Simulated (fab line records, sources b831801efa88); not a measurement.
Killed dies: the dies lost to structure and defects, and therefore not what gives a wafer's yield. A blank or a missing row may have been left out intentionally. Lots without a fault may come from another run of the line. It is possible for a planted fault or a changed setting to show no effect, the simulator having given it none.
Chamber matching / flow sky130 / SKY_VIA2_ETCH_15 on rie diel-04 has 4 sister chambers
The step etches SiO2 in C4F8/O2/Ar, stops on TiN, target depth 546 nm, time 84 s. 8 wafers are shown with their chamber, then 7 later ones without.

== WAFERS, EACH WITH ITS CHAMBER ==
wafer=L532.5; chamber=1; chamber pressure mTorr (mTorr)=40.03; rf fwd power W (W)=1485
wafer=L539.5; chamber=2; chamber pressure mTorr (mTorr)=40.00; rf fwd power W (W)=1485
wafer=L542.4; chamber=3; chamber pressure mTorr (mTorr)=40.04; rf fwd power W (W)=1494
wafer=L547.1; chamber=1; chamber pressure mTorr (mTorr)=39.92; rf fwd power W (W)=1489
wafer=L547.4; chamber=3; chamber pressure mTorr (mTorr)=40.00; rf fwd power W (W)=1491
wafer=L547.5; chamber=0; chamber pressure mTorr (mTorr)=40.02; rf fwd power W (W)=1487
wafer=L548.3; chamber=0; chamber pressure mTorr (mTorr)=40.08; rf fwd power W (W)=1491
wafer=L548.4; chamber=2; chamber pressure mTorr (mTorr)=39.99; rf fwd power W (W)=1490

== WAFERS WITH NO CHAMBER GIVEN ==
wafer=L548.6; chamber pressure mTorr (mTorr)=39.98; rf fwd power W (W)=1489
wafer=L551.1; chamber pressure mTorr (mTorr)=40.01; rf fwd power W (W)=1487
wafer=L551.4; chamber pressure mTorr (mTorr)=39.98; rf fwd power W (W)=1488
wafer=L551.5; chamber pressure mTorr (mTorr)=39.98; rf fwd power W (W)=1487
wafer=L553.4; chamber pressure mTorr (mTorr)=40.01; rf fwd power W (W)=1494
wafer=L553.5; chamber pressure mTorr (mTorr)=39.96; rf fwd power W (W)=1494
wafer=L553.6; chamber pressure mTorr (mTorr)=39.98; rf fwd power W (W)=1489

== CHAMBER TAKEN BY EACH ==
wafer=L548.6; from the rows above=can't be placed: 2 or 1 or 3 or 0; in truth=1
wafer=L551.1; from the rows above=can't be placed: 2 or 1 or 0 or 3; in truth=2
wafer=L551.4; from the rows above=can't be placed: 1 or 2 or 0 or 3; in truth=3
wafer=L551.5; from the rows above=can't be placed: 1 or 2 or 0 or 3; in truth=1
wafer=L553.4; from the rows above=can't be placed: 3 or 0 or 2 or 1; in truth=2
wafer=L553.5; from the rows above=can't be placed: 3 or 2 or 1 or 0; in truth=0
wafer=L553.6; from the rows above=can't be placed: 2 or 1 or 3 or 0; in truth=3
Correct placement for 0 of the 7. From these rows, 7 cannot be placed; in 7 the true chamber is one of the candidates. Number placed wrongly: 0.
How it was worked out, from the rows above alone: a wafer's distance from a chamber is the root of the sum, over the readings, of the square of ((its reading less the chamber's mean) divided by the reading's scatter). The wafer belongs to the nearest chamber; if the next one is less than 2 further off, it can't be placed. Each chamber's mean is taken over the wafers shown for it. The scatter is the square root of a quotient: the sum, over the shown wafers, of each reading's squared deviation from its chamber's mean, divided by wafers minus chambers.
